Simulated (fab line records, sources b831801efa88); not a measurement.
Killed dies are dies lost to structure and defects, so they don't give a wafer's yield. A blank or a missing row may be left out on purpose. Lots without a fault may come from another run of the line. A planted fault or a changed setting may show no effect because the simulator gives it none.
Which tool did it? | flow sky130 | 7 lots, 21 wafers sampled, at 1 step of a route of 708

WHAT THE GAUGES READ, wafer by wafer
SKY_METAL3_OVL_MEAS_14.
lot  | measured     | on         | METAL3_OVL (nm)
L679 | day 38 05:04 | overlay-02 | 16 17 14
L681 | day 39 17:55 | overlay-01 | 9 3 7
L687 | day 41 18:09 | overlay-01 | 18 10 12
L689 | day 41 19:19 | overlay-02 | 5 3 -1
L694 | day 43 15:12 | overlay-01 | -3 -1 7
L695 | day 44 05:36 | overlay-01 | 0 -4 1
L699 | day 44 21:58 | overlay-02 | 12 7 10

WHICH TOOL RAN EACH LOT (tool, then ch and the chambers of the sampled wafers, then the start)
The record holds no process step before these readings.

THE ANSWER, worked out from the rows above alone
Rule: what is usual is taken from the lots themselves. Put in order of their means at a reading, lots are off if they are a third of the lots or fewer, leave a main group of 4 or more, and stand apart from it by a gap of 3 or more times the standard deviation of the main group's means; of several such gaps the widest counts. A main group whose means are all the same, to the digits that the tables above print for the reading, isn't used. A lot without any number at a reading at which 4 lots or more have one is off too. The other lots that the step has rows for count as sound.
No lot is off at any reading shown: from this, nothing can be told.

WHAT THE SIMULATOR HAD PUT IN
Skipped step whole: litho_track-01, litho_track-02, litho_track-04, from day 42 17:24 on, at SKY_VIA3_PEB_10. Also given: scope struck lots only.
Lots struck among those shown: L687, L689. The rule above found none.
